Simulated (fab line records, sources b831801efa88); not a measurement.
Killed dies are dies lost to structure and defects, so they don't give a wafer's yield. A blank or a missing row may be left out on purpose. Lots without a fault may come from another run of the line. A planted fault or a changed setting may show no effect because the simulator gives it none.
A struck lot beside a sound one | flow sky130 | 17 steps out of a route of 708
Sound: wafers L248.1, L248.2, L248.3. Struck: wafers L253.4, L253.6. (L253.5 of the same lot was not struck and is left out.) The cause comes at the end.
At each step with rows: each side's tool, then ch and its chambers, then its first start. Under that, the readings that differ: sound wafers | struck wafers | difference of the means | sigmas: that difference in standard deviations of wafers without a fault.
alike: readings whose means differ by less than 2 such deviations, and words and numbers that are the same on both sides. not compared: withheld readings, readings that some wafer has no value for, bounds like >300 that may hide the same value, and numbers for which the record gives no deviation and whose values overlap.
The two part at a step that has a row with sigmas, a row that says differs or no value, or rows on one side only. Numbers that don't overlap but have no deviation are shown without sigmas and don't part them. A reading that every wafer of one side lacks parts them only if that side has two wafers or more.

SKY_LOCAL_INTERCONNECT_RS_MEAS_01: measures by four-point-probe.
  sound on film_metro-04, day 33 19:23; struck on film_metro-01, day 35 07:52
  alike: LOCAL_INTERCONNECT_TIN_RS
SKY_LOCAL_INTERCONNECT_THK_MEAS_02: measures by xrf.
  sound on film_metro-04, day 33 19:31; struck on film_metro-01, day 35 07:57
  alike: LOCAL_INTERCONNECT_TIN_THK
then, 8 steps without rows for these wafers: SKY_LOCAL_INTERCONNECT_DEHYDRATE_03 (time 60 s); SKY_LOCAL_INTERCONNECT_HMDS_04 (prime time 60 s); SKY_LOCAL_INTERCONNECT_COAT_05 (resist thk 60 nm); SKY_LOCAL_INTERCONNECT_COAT_06 (resist thk 450 nm); SKY_LOCAL_INTERCONNECT_SOFTBAKE_07 (time 90 s); SKY_LOCAL_INTERCONNECT_EXPOSE_08 (exposes mask LI1M, target cd 170 nm); SKY_LOCAL_INTERCONNECT_PEB_09; SKY_LOCAL_INTERCONNECT_DEVELOP_10 (develop time 60 s).
SKY_LOCAL_INTERCONNECT_CD_MEAS_11: target cd 170 nm.
  sound on cd_sem-01, day 34 21:22; struck on cd_sem-02, day 36 10:04
  reading    | sound             | struck      | difference | sigmas
  cd_nm (nm) | 172.3 172.7 171.9 | 166.3 166.9 | -5.7       | -4
SKY_LOCAL_INTERCONNECT_OVL_MEAS_12:
  sound on overlay-01, day 34 21:29; struck on overlay-02, day 36 10:09
  reading                     | sound  | struck | difference | sigmas
  LOCAL_INTERCONNECT_OVL (nm) | 12 0 6 | -11 -6 | -14        | -2
SKY_LOCAL_INTERCONNECT_ETCH_13: etches BARC in N2/H2, stops on SiO2, time 45.9 s, target depth 60 nm.
  sound on rie_metal-02 ch 0,1, day 34 21:31; struck on rie_metal-04 ch 1, day 36 10:14
  reading                                                   | sound                | struck        | difference | sigmas
  drypump_motor_current_A (A)                               | 5.90 6.03 6.03       | 5.60 5.58     | -0.40      | -2
  oes_product_au (a.u.)                                     | 0.861 0.860 0.852    | 0.771 0.765   | -0.090     | -19
  throttle_valve_pct (%)                                    | 13.240 13.246 13.233 | 13.203 13.208 | -0.034     | -4
  model.KrF-thick_of_LOCAL_INTERCONNECT_COAT_06.thk_nm (nm) | 393.3 393.3 394.3    | 407.5 408.2   | +14.2      |
  model.etch.depth_nm (nm)                                  | 60.05 60.39 60       | 48.65 48.51   | -11.57     |
  model.LOCAL_INTERCONNECT.cd_nm (nm)                       | 171.5 172.3 171.7    | 169.8 171     | -1.4       |
  alike: n2_flow_sccm
  not compared: rf_hours_counter_h
SKY_LOCAL_INTERCONNECT_METAL_ETCH_14: etches TiN in Cl2/BCl3, stops on PSG, target depth 110 nm, time 31.4 s.
  sound on rie_metal-02 ch 0,1, day 34 21:34; struck on rie_metal-04 ch 1, day 36 10:20
  reading                                                   | sound                | struck        | difference | sigmas
  drypump_motor_current_A (A)                               | 5.89 6.10 6.10       | 5.57 5.57     | -0.46      | -3
  oes_product_au (a.u.)                                     | 0.941 0.941 0.941    | 0.431 0.424   | -0.513     | -80
  throttle_valve_pct (%)                                    | 21.894 21.905 21.900 | 22.232 22.237 | +0.335     | +36
  model.KrF-thick_of_LOCAL_INTERCONNECT_COAT_06.thk_nm (nm) | 349.5 349 350.1      | 363.8 364.5   | +14.6      |
  model.LOCAL_INTERCONNECT.cd_nm (nm)                       | 171.6 172.6 171.5    | 170 170.5     | -2         |
  not compared: rf_hours_counter_h
SKY_LOCAL_INTERCONNECT_STRIP_15: strips in O2/N2.
  sound on plasma_asher-02 ch 0,1, day 34 21:38; struck on plasma_asher-01 ch 1, day 36 10:26
  reading                      | sound             | struck      | difference | sigmas
  drypump_motor_current_A (A)  | 6.1 5.9 6.0       | 5.1 5.2     | -0.8       | -2
  oes_product_au (a.u.)        | 0.428 0.421 0.420 | 0.431 0.438 | +0.012     | +3
  strip_time_to_endpoint_s (s) | 4.715 4.747 4.755 | 4.872 4.893 | +0.144     | +8
  alike: n2_flow_sccm
  not compared: rf_hours_counter_h
then, 1 step without rows for these wafers: SKY_LOCAL_INTERCONNECT_STRIP_16 (strips in post etch residue remover, time 1200 s).
-- the record jumps here: 14 days lie between the struck wafers' starts before and after (it left off in module LOCAL_INTERCONNECT and takes up again in module PAD_OPEN, whose first step shown is number 708 of the route) --
SKY_PAD_OPEN_PROBE_99:
  the record has rows for the struck wafers here (prober-02, day 50 14:56) and none for the sound ones

WHERE THEY PART
First at SKY_LOCAL_INTERCONNECT_CD_MEAS_11; last, within this record, at SKY_PAD_OPEN_PROBE_99.

WHY: what the simulator had put in
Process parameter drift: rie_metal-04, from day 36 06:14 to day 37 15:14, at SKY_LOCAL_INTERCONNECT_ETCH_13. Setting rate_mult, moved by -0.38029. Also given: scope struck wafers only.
